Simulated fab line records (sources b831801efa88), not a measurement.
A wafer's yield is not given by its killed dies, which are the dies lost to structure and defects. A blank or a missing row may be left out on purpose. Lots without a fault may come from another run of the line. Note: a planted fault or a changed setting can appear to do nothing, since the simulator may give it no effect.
Matching of chambers -- flow gf180mcu -- cmp-02 running GF_STI_CMP_25: 4 sister chambers
The step polishes, stops on Si3N4, t overpolish 33 s, target thk 524.6 nm. 8 wafers are shown with their chamber, then 7 later ones without.

== WAFERS WITH THEIR CHAMBER ==
wafer,chamber,motor_current_A (A),time_to_endpoint_s (s)
L832.4,3,9.7,126
L836.1,2,12.7,122
L836.3,1,10.4,112
L838.1,0,10.7,129
L838.5,0,10.3,129
L838.6,1,9.5,118
L842.3,3,10.6,128
L842.4,2,12.8,130

== WAFERS WHOSE CHAMBER IS MISSING ==
wafer,motor_current_A (A),time_to_endpoint_s (s)
L842.5,10.8,125
L848.2,10.4,123
L848.3,12.2,120
L848.4,9.9,114
L852.2,10.2,116
L852.4,13.3,129
L852.5,12.5,132

== CHAMBER TAKEN BY EACH ==
wafer,from the rows above,in truth
L842.5,can't be placed: 0 or 3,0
L848.2,can't be placed: 3 or 0 or 1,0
L848.3,2,2
L848.4,1,1
L852.2,1,1
L852.4,2,2
L852.5,2,2
Placed correctly: 5 of 7. These rows do not allow placing 2 (true chamber among the candidates in 2). 0 placed wrongly.
How it was worked out, from the rows above alone: a wafer's distance from a chamber is the root of the sum, over the readings, of the square of ((its reading less the chamber's mean) divided by the reading's scatter). The wafer belongs to the nearest chamber; if the next one is less than 2 further off, it can't be placed. The mean given for a chamber averages the wafers shown for that chamber. The scatter: take each reading less its chamber's mean, square it, sum over the shown wafers, divide by the number of wafers less the number of chambers, and take the root.
